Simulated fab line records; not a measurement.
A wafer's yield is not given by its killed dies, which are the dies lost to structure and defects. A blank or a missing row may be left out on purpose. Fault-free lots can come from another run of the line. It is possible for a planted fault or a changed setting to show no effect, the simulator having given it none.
fab line records	flow sky130
record lots=14	wafers=38	lastDay=50
route steps=708 shown CONTACT@433 METAL1@435
lots with no fault: from the same line, run without faults
startH: hours from the record's opening day to when the first of the lot's shown wafers began	waitH: hours from the lot's prior step to this one	" unchanged from the row above	L1.1+2: one row covering several wafers at once	- no value present, or no start provided	* or withheld: withheld	< > ~ a bound
route shown NAME@n: a module of which the file shows steps, and the number in the route of the first	usual: the fault-free wafers' mean and standard deviation	same: alike in all rows	chamber/n: place in a boat	sites: the reading at each site	_std_site: their standard deviation	_edge_site: outer sites' mean less inner sites'	radiusMm: for every site, how far away it sits from the centre of the wafer	mask NAME#n: copy n	behind: the tool/chamber that last shaped the wafer	hold: cause of the lot's hold/its duration in hours/its outcome	device: transistor that didn't switch, given as n, p or np	end of line: tests of these same wafers at the route's end	step lacking rows: just its recipe	killed: dies that structure and defects cost at the first sort, which is not the same as the wafer's yield	map: dies across one wafer; x = killed, . = not, _ = none there
set.NAME: the setting that was run; set.NAME@STEP: the one run at that earlier step	model.NAME: the simulator's own value behind a step, which no gauge read
a sample of lots followed through the steps of the route, with each step as a table and each wafer as a row
services: a tool's chamber out of use, with start hour (startH, from the record's first day; less than 0 if before it), hours out, and reason
## steps
# step SKY_CONTACT_CMP_27
# recipe stopOn=SiO2	tOverpolishS=15	downForcePsi=3.5	platenRpm=60	targetThkNm=0	padVelocityMS=0.94248
# usual edgeZonePressureFrac=1.000/0.0048	headPressurePsi=3.500/0.0085	motorCurrentA=11.2/1.1	overpolishRunS=14.999/0.0075	platenRpm=60.00/0.04	timeToEndpointS=82/4.1
lot.wafer	tool	chamber	startH	waitH	edgeZonePressureFrac	headPressurePsi	motorCurrentA	overpolishRunS	platenRpm	timeToEndpointS
L829.2	cmp-01	2	732.69	0.0	0.991	3.502	11.5	15.010	60.02	78
L829.4	"	3	"	"	1.000	3.505	10.9	14.996	59.94	81
L829.3	"	1	"	"	0.994	3.504	10.7	15.001	59.97	81
L830.3	cmp-02	1	736.02	0.2	1.009	3.495	12.1	15.008	60.05	85
L830.5	"	2	"	"	0.999	3.502	11.0	14.992	59.95	82
L830.6	"	3	"	"	0.990	3.515	9.1	15.008	59.93	79
L831.4	cmp-01	3	743.92	0.0	0.993	3.495	9.6	14.988	59.98	72
L831.3	"	2	"	"	1.005	3.510	12.0	14.998	60.01	74
L831.6	"	3	"	"	0.993	3.488	10.1	15.004	59.98	79
L832.2	cmp-01	1	792.27	0.1	1.005	3.493	10.8	14.999	59.97	84
L832.3	"	2	"	"	1.004	3.506	11.9	15.006	60.00	81
L832.6	"	3	"	"	0.998	3.514	9.8	14.991	59.99	78
L836.6	cmp-02	1	792.69	0.2	0.999	3.501	12.0	14.982	60.04	83
L835.3	cmp-02	1	794.29	0.1	0.991	3.496	12.7	15.000	59.99	85
L837.2	cmp-01	3	800.30	0.1	0.998	3.487	9.9	15.001	59.97	82
L837.4	"	0	"	"	1.000	3.475	12.2	14.996	60.03	85
L837.5	"	2	"	"	0.994	3.504	11.8	15.009	60.02	81
L839.4	cmp-01	1	833.55	0.2	1.005	3.498	10.3	15.004	60.03	84
L839.6	"	2	"	"	0.996	3.503	11.9	15.003	60.05	83
L839.5	"	3	"	"	0.996	3.493	10.4	15.002	60.00	75
L840.1	cmp-01	0	839.08	0.2	0.996	3.505	13.1	15.003	60.00	88
L840.2	"	1	"	"	0.999	3.515	11.4	15.005	60.04	86
L840.6	"	2	"	"	1.001	3.506	12.1	15.010	59.95	87
L844.2	cmp-02	3	845.37	0.1	1.009	3.505	9.5	14.986	60.00	74
L844.4	"	1	"	"	1.003	3.497	12.2	14.995	60.01	83
L844.6	"	3	"	"	1.001	3.490	9.3	15.010	59.97	76
L843.3	cmp-02	0	846.63	0.1	1.002	3.495	12.2	14.998	59.95	81
L843.2	"	1	"	"	1.006	3.509	12.0	14.987	59.99	82
L843.5	"	0	"	"	0.998	3.492	12.2	15.013	60.03	81
L847.4	cmp-02	1	869.59	0.0	1.007	3.511	11.6	15.004	60.04	87
L847.1	"	3	"	"	0.999	3.512	8.7	15.005	59.99	79
L847.6	"	1	"	"	1.005	3.491	12.5	14.993	59.99	87
L849.4	cmp-02	0	880.56	0.1	1.002	3.520	11.9	15.008	60.00	85
L849.3	"	1	"	"	1.005	3.511	11.9	14.994	59.98	84
L849.5	"	3	"	"	0.997	3.488	9.5	14.989	60.03	77
L852.1	cmp-01	3	902.81	0.1	1.006	3.497	10.8	14.997	59.99	79
L852.4	"	1	"	"	1.003	3.493	10.8	15.005	59.99	87
L852.3	"	2	"	"	1.003	3.513	12.2	15.009	59.98	83
# step SKY_METAL1_SPUTTER_01
# recipe material=TiN	targetThkNm=20	powerW=6500	timeS=16.7	chamberPressurePa=0.4
# usual chamberPressurePa=0.4001/0.0008	throttleValvePct=30.2/1.1
lot.wafer	tool	chamber	startH	waitH	chamberPressurePa	throttleValvePct
L829.2	pvdSputter-03	-	733.01	0.0	0.3998	28.2
L829.3	"	-	"	"	0.4003	28.9
L829.4	"	-	"	"	0.3999	29.3
L830.3	pvdSputter-03	-	736.19	0.0	0.4021	29.3
L830.5	"	-	"	"	0.4008	31.1
L830.6	"	-	"	"	0.3987	28.8
L831.3	pvdSputter-03	-	744.24	0.0	0.3998	29.0
L831.4	"	-	"	"	0.4005	29.5
L831.6	"	-	"	"	0.3997	28.7
L832.2	pvdSputter-01	-	792.49	0.0	0.3995	29.8
L832.3	"	-	"	"	0.4008	30.9
L832.6	"	-	"	"	0.3997	29.7
L836.6	pvdSputter-02	-	792.82	0.0	0.3990	30.8
L835.3	pvdSputter-02	-	794.56	0.0	0.3998	31.9
L837.2	pvdSputter-01	-	800.57	0.0	0.4008	29.2
L837.4	"	-	"	"	0.4002	30.8
L837.5	"	-	"	"	0.4008	28.9
L839.4	pvdSputter-01	-	833.72	0.0	0.4018	31.3
L839.5	"	-	"	"	0.4005	29.6
L839.6	"	-	"	"	0.4018	31.0
L840.1	pvdSputter-03	-	839.31	0.0	0.3997	28.9
L840.2	"	-	"	"	0.4002	29.6
L840.6	"	-	"	"	0.4013	31.2
L844.2	pvdSputter-03	-	845.64	0.0	0.4007	28.2
L844.4	"	-	"	"	0.4001	28.2
L844.6	"	-	"	"	0.3994	28.8
L843.2	pvdSputter-01	-	846.90	0.0	0.4001	30.9
L843.3	"	-	"	"	0.4001	29.2
L843.5	"	-	"	"	0.3991	29.7
L847.1	pvdSputter-01	-	869.91	0.0	0.3990	29.6
L847.4	"	-	"	"	0.3987	29.3
L847.6	"	-	"	"	0.4003	29.2
L849.3	pvdSputter-03	-	880.84	0.0	0.3992	28.6
L849.4	"	-	"	"	0.3992	31.0
L849.5	"	-	"	"	0.3999	29.0
L852.1	pvdSputter-01	-	903.13	0.0	0.4008	30.8
L852.3	"	-	"	"	0.3999	28.9
L852.4	"	-	"	"	0.3990	29.2
# step SKY_METAL1_SPUTTER_02
# recipe material=AlCu	targetThkNm=250	powerW=10600	timeS=13.3	chamberPressurePa=0.4
# usual chamberPressurePa=0.3999/0.00082	throttleValvePct=30.2/1.1
lot.wafer	tool	chamber	startH	waitH	chamberPressurePa	throttleValvePct
L829.2	pvdSputter-03	-	733.04	0.0	0.4003	28.2
L829.3	"	-	"	"	0.4009	28.9
L829.4	"	-	"	"	0.3993	29.5
L830.3	pvdSputter-03	-	736.22	0.0	0.3996	29.6
L830.5	"	-	"	"	0.4001	30.8
L830.6	"	-	"	"	0.3996	28.8
L831.3	pvdSputter-03	-	744.26	0.0	0.3994	29.2
L831.4	"	-	"	"	0.3997	29.4
L831.6	"	-	"	"	0.3998	28.8
L832.2	pvdSputter-01	-	792.52	0.0	0.4004	29.8
L832.3	"	-	"	"	0.4001	31.0
L832.6	"	-	"	"	0.3989	29.7
L836.6	pvdSputter-02	-	792.85	0.0	0.3989	30.6
L835.3	pvdSputter-02	-	794.58	0.0	0.3981	31.9
L837.2	pvdSputter-01	-	800.59	0.0	0.3985	29.1
L837.4	"	-	"	"	0.3992	30.7
L837.5	"	-	"	"	0.3992	29.2
L839.4	pvdSputter-01	-	833.75	0.0	0.3990	31.0
L839.5	"	-	"	"	0.3977	29.7
L839.6	"	-	"	"	0.3989	31.1
L840.1	pvdSputter-03	-	839.33	0.0	0.3997	28.7
L840.2	"	-	"	"	0.4003	29.4
L840.6	"	-	"	"	0.4006	31.1
L844.2	pvdSputter-03	-	845.67	0.0	0.4015	28.5
L844.4	"	-	"	"	0.4008	28.1
L844.6	"	-	"	"	0.3995	29.0
L843.2	pvdSputter-01	-	846.93	0.0	0.4018	30.6
L843.3	"	-	"	"	0.3992	28.9
L843.5	"	-	"	"	0.3992	29.7
L847.1	pvdSputter-01	-	869.94	0.0	0.3989	29.5
L847.4	"	-	"	"	0.4017	28.9
L847.6	"	-	"	"	0.4006	29.0
L849.3	pvdSputter-03	-	880.86	0.0	0.3999	28.7
L849.4	"	-	"	"	0.4003	31.0
L849.5	"	-	"	"	0.3998	29.0
L852.1	pvdSputter-01	-	903.16	0.0	0.4002	31.2
L852.3	"	-	"	"	0.3998	28.9
L852.4	"	-	"	"	0.3994	28.9
# step SKY_METAL1_RS_MEAS_05
# recipe thkMeasGauge=four-point-probe	reads=TiN_of_METAL1_SPUTTER_04+Ti_of_METAL1_SPUTTER_03+AlCu_of_METAL1_SPUTTER_02+TiN_of_METAL1_SPUTTER_01+Ti_of_METAL1_SPUTTER_00
# usual METAL1_ALCU_RS=0.1274/0.0017
lot.wafer	tool	chamber	startH	waitH	METAL1_ALCU_RS[ohm/sq]
L829.2	filmMetro-01	-	733.15	0.0	0.1287
L829.3	"	-	"	"	0.1284
L829.4	"	-	"	"	0.1288
L830.3	filmMetro-04	-	736.35	0.1	0.1286
L830.5	"	-	"	"	0.1259
L830.6	"	-	"	"	0.1280
L831.3	filmMetro-02	-	744.40	0.1	0.1310
L831.4	"	-	"	"	0.1317
L831.6	"	-	"	"	0.1317
L832.2	filmMetro-02	-	792.63	0.0	0.1287
L832.3	"	-	"	"	0.1276
L832.6	"	-	"	"	0.1282
L836.6	filmMetro-04	-	793.02	0.1	0.1010
L835.3	filmMetro-02	-	794.72	0.1	0.1012
L837.2	filmMetro-04	-	800.71	0.0	0.1259
L837.4	"	-	"	"	0.1259
L837.5	"	-	"	"	0.1257
L839.4	filmMetro-02	-	833.90	0.1	0.1257
L839.5	"	-	"	"	0.1271
L839.6	"	-	"	"	0.1251
L840.1	filmMetro-04	-	839.42	0.0	0.1263
L840.2	"	-	"	"	0.1277
L840.6	"	-	"	"	0.1240
L844.2	filmMetro-04	-	845.78	0.0	0.1288
L844.4	"	-	"	"	0.1293
L844.6	"	-	"	"	0.1283
L843.2	filmMetro-01	-	847.04	0.0	0.1289
L843.3	"	-	"	"	0.1294
L843.5	"	-	"	"	0.1306
L847.1	filmMetro-01	-	870.03	0.0	0.1304
L847.4	"	-	"	"	0.1271
L847.6	"	-	"	"	0.1280
L849.3	filmMetro-04	-	880.99	0.1	0.1284
L849.4	"	-	"	"	0.1272
L849.5	"	-	"	"	0.1271
L852.1	filmMetro-04	-	903.25	0.0	0.1273
L852.3	"	-	"	"	0.1277
L852.4	"	-	"	"	0.1271
# step SKY_METAL1_THK_MEAS_06
# recipe thkMeasGauge=xrf	reads=AlCu_of_METAL1_SPUTTER_02
# usual METAL1_ALCU_THK=248/3.8
lot.wafer	tool	chamber	startH	waitH	METAL1_ALCU_THK[nm]
L829.2	filmMetro-01	-	733.26	0.1	246
L829.3	"	-	"	"	246
L829.4	"	-	"	"	245
L830.3	filmMetro-04	-	736.45	0.1	246
L830.5	"	-	"	"	252
L830.6	"	-	"	"	247
L831.3	filmMetro-02	-	744.50	0.1	240
L831.4	"	-	"	"	239
L831.6	"	-	"	"	239
L832.2	filmMetro-02	-	792.74	0.1	246
L832.3	"	-	"	"	247
L832.6	"	-	"	"	248
L836.6	filmMetro-04	-	793.09	0.1	310
L835.3	filmMetro-02	-	794.82	0.1	311
L837.2	filmMetro-04	-	800.82	0.1	249
L837.4	"	-	"	"	250
L837.5	"	-	"	"	250
L839.4	filmMetro-02	-	833.99	0.1	254
L839.5	"	-	"	"	250
L839.6	"	-	"	"	254
L840.1	filmMetro-04	-	839.54	0.1	249
L840.2	"	-	"	"	248
L840.6	"	-	"	"	254
L844.2	filmMetro-04	-	845.89	0.1	246
L844.4	"	-	"	"	246
L844.6	"	-	"	"	248
L843.2	filmMetro-01	-	847.15	0.1	245
L843.3	"	-	"	"	242
L843.5	"	-	"	"	241
L847.1	filmMetro-01	-	870.15	0.1	239
L847.4	"	-	"	"	245
L847.6	"	-	"	"	246
L849.3	filmMetro-04	-	881.09	0.1	247
L849.4	"	-	"	"	251
L849.5	"	-	"	"	248
L852.1	filmMetro-04	-	903.37	0.1	249
L852.3	"	-	"	"	247
L852.4	"	-	"	"	247
# step SKY_METAL1_DESCUM_17
# recipe chemistry=O2	sourcePowerW=150	biasPowerW=0	pressureMtorr=10	tempC=40	timeS=8
# usual drypumpMotorCurrentA=5.79/0.21	oesProductAu=1.007/0.012
lot.wafer	tool	chamber	startH	waitH	drypumpMotorCurrentA	oesProductAu	rfHoursCounterH
L829.2	rieMetal-04	1	761.06	0.0	5.93	1.029	6
L829.3	"	1	"	"	5.89	1.031	-
L829.4	"	0	"	"	5.75	0.979	-
L830.3	rieMetal-04	1	763.08	0.0	5.95	1.036	-
L830.5	"	1	"	"	5.97	1.027	-
L830.6	"	0	"	"	5.75	0.987	-
L831.3	rieMetal-03	1	771.47	0.0	5.75	0.999	-
L831.4	"	0	"	"	6.00	1.005	-
L831.6	"	1	"	"	5.72	1.000	-
L832.2	rieMetal-03	0	819.72	0.0	5.98	1.015	0
L832.3	"	0	"	"	5.98	1.005	-
L832.6	"	0	"	"	5.99	1.003	-
L836.6	rieMetal-04	1	820.09	0.0	5.95	1.020	-
L835.3	rieMetal-03	1	821.67	0.0	5.78	1.010	-
L837.2	rieMetal-01	0	827.31	0.0	5.84	1.018	1
L837.4	"	1	"	"	5.22	0.994	-
L837.5	"	0	"	"	5.84	1.013	-
L839.4	rieMetal-03	1	860.67	0.0	5.72	1.006	-
L839.5	"	0	"	"	5.99	1.009	-
L839.6	"	1	"	"	5.71	1.013	-
L840.1	rieMetal-04	1	866.01	0.0	5.93	1.022	10
L840.2	"	0	"	"	5.75	1.006	18
L840.6	"	1	"	"	5.94	1.019	-
L844.2	rieMetal-01	0	872.36	0.0	5.85	1.007	3
L844.4	"	0	"	"	5.81	1.005	-
L844.6	"	0	"	"	5.85	1.006	-
L843.2	rieMetal-04	1	873.57	0.0	5.90	1.011	10
L843.3	"	1	"	"	5.90	1.020	-
L843.5	"	1	"	"	5.93	1.019	-
L847.1	rieMetal-03	0	895.97	0.0	5.97	1.007	4
L847.4	"	1	"	"	5.76	1.012	-
L847.6	"	0	"	"	5.96	1.012	-
L849.3	rieMetal-04	1	907.29	0.0	5.90	1.025	-
L849.4	"	1	"	"	5.94	1.020	-
L849.5	"	1	"	"	5.91	1.019	-
L852.1	rieMetal-03	0	928.26	0.0	5.99	1.007	5
L852.3	"	1	"	"	5.72	1.014	-
L852.4	"	0	"	"	5.98	0.996	-
# step SKY_METAL1_METAL_ETCH_19
# recipe targetDepthA=3600	stopOn=SiO2	overEtchFrac=0.3	timeS=78	chemistry=Cl2/BCl3	resistSidewallDeg=88	pressureMtorr=10	icpW=900	biasW=48.5	Cl2_flow_sccm=60	bcl3FlowSccm=30
# usual bcl3FlowSccm=29.99/0.084	drypumpMotorCurrentA=5.79/0.22	mfcCl2Sccm=60.01/0.18	oesProductAu=0.853/0.0061	throttleValvePct=22.263/0.0084
lot.wafer	tool	chamber	startH	waitH	bcl3FlowSccm	drypumpMotorCurrentA	mfcCl2Sccm	oesProductAu	rfHoursCounterH	throttleValvePct
L829.2	rieMetal-04	1	761.16	0.0	29.81	5.95	60.15	0.847	6	22.257
L829.3	"	1	"	"	29.85	5.93	60.00	0.844	-	22.251
L829.4	"	0	"	"	30.02	5.74	59.96	0.849	-	22.265
L830.3	rieMetal-04	1	763.20	0.1	30.03	5.92	59.99	0.851	-	22.253
L830.5	"	1	"	"	29.89	5.91	60.23	0.856	-	22.267
L830.6	"	0	"	"	29.98	5.76	60.07	0.858	-	22.256
L831.3	rieMetal-03	1	771.59	0.1	30.00	5.73	59.97	0.849	-	22.267
L831.4	"	0	"	"	30.02	5.95	60.04	0.847	-	22.286
L831.6	"	1	"	"	29.91	5.72	59.84	0.836	-	22.244
L832.2	rieMetal-03	0	819.82	0.0	30.01	5.96	59.95	0.852	0	22.260
L832.3	"	0	"	"	29.92	5.97	59.80	0.856	-	22.256
L832.6	"	0	"	"	29.97	5.98	60.06	0.853	-	22.275
L836.6	rieMetal-04	1	820.23	0.1	30.05	5.91	60.19	0.889	-	22.270
L835.3	rieMetal-03	1	821.79	0.1	29.89	5.75	60.12	0.887	-	22.254
L837.2	rieMetal-01	0	827.41	0.0	29.88	5.83	59.65	0.856	1	22.264
L837.4	"	1	"	"	29.95	5.21	60.02	0.867	-	22.275
L837.5	"	0	"	"	29.82	5.84	60.03	0.867	-	22.273
L839.4	rieMetal-03	1	860.79	0.1	30.05	5.74	59.67	0.859	-	22.271
L839.5	"	0	"	"	30.03	5.98	60.11	0.861	-	22.256
L839.6	"	1	"	"	30.08	5.73	59.80	0.855	-	22.253
L840.1	rieMetal-04	1	866.11	0.0	30.07	5.93	60.04	0.856	10	22.258
L840.2	"	0	"	"	30.13	5.76	60.08	0.858	18	22.263
L840.6	"	1	"	"	30.07	5.90	59.73	0.858	-	22.259
L844.2	rieMetal-01	0	872.46	0.0	29.90	5.86	59.97	0.853	3	22.265
L844.4	"	0	"	"	29.76	5.83	59.95	0.839	-	22.254
L844.6	"	0	"	"	30.09	5.86	60.18	0.851	-	22.259
L843.2	rieMetal-04	1	873.67	0.0	29.94	5.95	59.91	0.852	10	22.273
L843.3	"	1	"	"	30.08	5.94	60.03	0.850	-	22.274
L843.5	"	1	"	"	30.02	5.93	59.90	0.847	-	22.256
L847.1	rieMetal-03	0	896.07	0.0	29.98	5.98	59.87	0.841	4	22.252
L847.4	"	1	"	"	30.09	5.74	59.75	0.854	-	22.271
L847.6	"	0	"	"	30.06	5.97	60.01	0.857	-	22.263
L849.3	rieMetal-04	1	907.52	0.1	29.88	5.93	60.11	0.850	-	22.254
L849.4	"	1	"	"	29.84	5.91	60.33	0.851	-	22.265
L849.5	"	1	"	"	29.84	5.93	59.92	0.852	-	22.255
L852.1	rieMetal-03	0	928.36	0.0	29.88	5.99	60.06	0.856	5	22.265
L852.3	"	1	"	"	29.95	5.76	60.09	0.854	-	22.275
L852.4	"	0	"	"	29.88	5.98	60.22	0.851	-	22.262
## services
tool	chamber	startH	hours	kind
rieMetal-03	-	709.29	4.3	pm
cmp-02	-	726.39	0.8	repair
rieMetal-01	0	728.30	4.1	repair
cmp-01	-	744.22	4.0	pm
rieMetal-03	0	777.55	-	clean
rieMetal-03	0	777.55	25.3	scheduledDown
rieMetal-03	0	777.55	25.3	ventCycle
cmp-02	-	778.09	8.8	pm
rieMetal-01	0	779.00	39.4	repair
rieMetal-01	1	779.14	12.5	repair
pvdSputter-03	-	789.07	8.0	repair
pvdSputter-01	-	812.13	1.7	repair
rieMetal-04	-	831.22	2.8	pm
cmp-02	-	851.21	0.7	repair
rieMetal-03	0	867.42	2.0	repair
pvdSputter-02	-	877.06	3.1	repair
rieMetal-01	0	879.50	2.3	repair
rieMetal-01	0	890.76	28.6	repair
rieMetal-04	0	897.29	-	clean
rieMetal-04	0	897.29	19.5	scheduledDown
rieMetal-01	1	901.53	36.5	repair
cmp-01	-	907.13	0.4	repair
cmp-02	-	912.06	4.0	pm
pvdSputter-03	-	912.29	8.0	repair
## key
firstSign step=SKY_METAL1_RS_MEAS_05	reading=METAL1_ALCU_RS	direction=down	sigmas=16	usual=0.1274	struck=0.1011
effect step=SKY_METAL1_THK_MEAS_06	reading=METAL1_ALCU_THK	direction=up	sigmas=17	usual=248	struck=311
effect step=SKY_METAL1_METAL_ETCH_19	reading=oesProductAu	direction=up	sigmas=5.7	usual=0.853	struck=0.888
metAt SKY_METAL1_SPUTTER_02
struckLots L835,L836
sortLeftOut L835.3,L836.6
testerLeftOut L835,L836
notActingAt SKY_CONTACT_CMP_27,SKY_METAL1_SPUTTER_01,SKY_METAL1_DESCUM_17
earlierFault kind=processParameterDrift	tool=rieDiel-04	chamber=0	onsetH=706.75	steps=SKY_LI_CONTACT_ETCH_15	channel=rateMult	offset=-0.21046	shape=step	endH=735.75
fault kind=processParameterDrift	tool=pvdSputter-02	chamber=-	onsetH=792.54	steps=SKY_METAL1_SPUTTER_02	channel=timeS	offset=*	shape=step	actsIn=*	stated=*
# testerLeftOut: of these lots the tester's yield and bins aren't shown, on N5 and GAA mostly nor the transistor test; their killed dies are dies lost to structure and defects alone, not to doping, threshold or leakage, so they don't give the yield
# sortLeftOut: the simulated sort isn't trusted on such a fault, so these wafers' sort isn't shown, and their yield isn't known
